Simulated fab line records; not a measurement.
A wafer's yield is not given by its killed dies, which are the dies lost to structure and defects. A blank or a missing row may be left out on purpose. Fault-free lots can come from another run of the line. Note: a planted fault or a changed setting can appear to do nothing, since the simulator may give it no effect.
The same fault as seen by 2 desks :: flow sky130 :: every desk sees just its own numbers, and what lay behind them comes last

## METROLOGY DESK
Means of the sampled wafers that have a number, per lot and without regard to the tool the lot ran on: this is what the gauges read. If a lot's mean is further than 4 standard deviations from the usual mean, the lot is out of limits and carries the mark OUT (the distance appears in the brackets).
Columns: A = VT_ADJUST_HVTP_OVL at SKY_VT_ADJUST_HVTP_OVL_MEAS_08, usual -0.3 nm; B = LDD_P_OVL at SKY_LDD_P_OVL_MEAS_08, usual 1.3 nm
lot: L761
first seen here: day 6 07:46
A: -1.6
B: 1.0

lot: L762
first seen here: day 6 12:23
A: -1.2
B: 3.1

lot: L763
first seen here: day 6 21:19
A: -0.7
B: 1.8

lot: L764
first seen here: day 7 02:14
A: -0.6
B: 1.4

lot: L765
first seen here: day 7 05:02
A: -0.7
B: -1.1

lot: L766
first seen here: day 7 14:34
A: 0.2
B: 1.6

lot: L767
first seen here: day 7 22:16
A: 0.6
B: 1.4

lot: L770
first seen here: day 8 17:00
A: -2.0
B: 0.7

lot: L771
first seen here: day 9 01:04
A: -0.2
B: 0.6

lot: L772
first seen here: day 9 03:02
A: 0.6
B: 2.6

lot: L774
first seen here: day 9 20:49
A: -0.8
B: -0.4

lot: L776
first seen here: day 10 18:07
A: -1.4
B: -0.8
Result from this desk: across the 12 lots, nothing is out of limits.

## DESK OF THE TOOL OWNER: plasmaAsher-04
The tool's own readings at SKY_SD_N_STRIP_11 (strips in O2/N2): means of the sampled wafers that have a number, for each lot that ran on this tool. If a lot's mean is further than 4 standard deviations from the usual mean, the lot is out of limits and carries the mark OUT (the distance appears in the brackets).
Columns: A = drypumpMotorCurrentA at SKY_SD_N_STRIP_11, usual 5.8 A; B = o2FlowSccm at SKY_SD_N_STRIP_11, usual 3000 sccm; C = oesProductAu at SKY_SD_N_STRIP_11, usual 0.527 a.u.; D = stripTimeToEndpointS at SKY_SD_N_STRIP_11, usual 22.56 s
lot: L764
first seen here: day 30 04:24
A: 5.8
B: 2994
C: 0.523
D: 22.57

lot: L767
first seen here: day 30 07:58
A: 5.8
B: 3007
C: 0.530
D: 22.54

lot: L772
first seen here: day 31 19:56
A: 5.8
B: 3000
C: 0.522
D: 22.56

lot: L774
first seen here: day 32 11:47
A: 5.8
B: 2992
C: 0.313 (-46) OUT
D: -
This desk finds L774 out of limits, L774 being first, at day 32 11:47 (oesProductAu at SKY_SD_N_STRIP_11). L764, L767, L772: within limits.

## PUT TOGETHER
At day 32 11:47, on L774, the tool owner's desk was in a position to raise an alarm.
From the metrology desk's view, nothing was out of limits.
The metrology desk holds a record of L774, inside its limits.
SKY_SD_N_STRIP_11 was run on plasmaAsher-04 by each of the lots named.

## WHAT THE SIMULATOR PUT IN
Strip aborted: plasmaAsher-04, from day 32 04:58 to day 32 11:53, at SKY_SD_N_STRIP_11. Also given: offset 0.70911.
Struck lots among those shown: L774.
How many hours passed from the start of the fault until each desk's first out-of-limits reading: the tool owner's desk, 7.
